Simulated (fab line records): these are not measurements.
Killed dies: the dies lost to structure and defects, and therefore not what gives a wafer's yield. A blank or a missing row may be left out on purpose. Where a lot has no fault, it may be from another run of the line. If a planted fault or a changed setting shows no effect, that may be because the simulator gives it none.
Chamber matching / flow sfq line / SFQ_TRILAYER_I3_CMP_CMP_082 on cmp-01: 4 sister chambers
The step polishes SiO2. 7 wafers are shown with their chamber, then 7 later ones without.

## WAFERS WITH THEIR CHAMBER
wafer=L468.6; chamber=2; motor current A (A)=9.9; edge zone pressure frac=1.003
wafer=L471.2; chamber=0; motor current A (A)=11.9; edge zone pressure frac=0.998
wafer=L471.3; chamber=2; motor current A (A)=10.5; edge zone pressure frac=1.001
wafer=L472.2; chamber=1; motor current A (A)=7.2; edge zone pressure frac=0.998
wafer=L472.3; chamber=0; motor current A (A)=12.6; edge zone pressure frac=1.003
wafer=L483.2; chamber=3; motor current A (A)=10.9; edge zone pressure frac=1.005
wafer=L483.5; chamber=3; motor current A (A)=10.3; edge zone pressure frac=1.000

## WAFERS MISSING THEIR CHAMBER
wafer=L483.6; motor current A (A)=9.9; edge zone pressure frac=0.997
wafer=L485.2; motor current A (A)=10.7; edge zone pressure frac=1.001
wafer=L485.3; motor current A (A)=10.8; edge zone pressure frac=1.008
wafer=L485.6; motor current A (A)=7.5; edge zone pressure frac=1.005
wafer=L487.1; motor current A (A)=10.2; edge zone pressure frac=0.994
wafer=L487.4; motor current A (A)=10.4; edge zone pressure frac=0.993
wafer=L487.2; motor current A (A)=7.2; edge zone pressure frac=1.011

## WHICH CHAMBER EACH ONE RAN IN
wafer=L483.6; from the rows above=can't be placed: 2 or 3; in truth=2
wafer=L485.2; from the rows above=can't be placed: 3 or 2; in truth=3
wafer=L485.3; from the rows above=can't be placed: 3 or 2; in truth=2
wafer=L485.6; from the rows above=1; in truth=1
wafer=L487.1; from the rows above=can't be placed: 2 or 3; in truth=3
wafer=L487.4; from the rows above=can't be placed: 2 or 3 or 0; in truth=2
wafer=L487.2; from the rows above=1; in truth=1
Correct placement for 2 of the 7. Not placeable from these rows: 5 (in 5, the candidates include the true chamber). Placed wrongly: 0.
How it was worked out, from the rows above alone: a wafer's distance from a chamber is the root of the sum, over the readings, of the square of ((its reading less the chamber's mean) divided by the reading's scatter). The wafer belongs to the nearest chamber; if the next one is less than 2 further off, it can't be placed. Each chamber's mean is taken over the wafers shown for it. The scatter: the root of (the sum of the squares of (reading less its chamber's mean) over the shown wafers, divided by (wafers less chambers)).
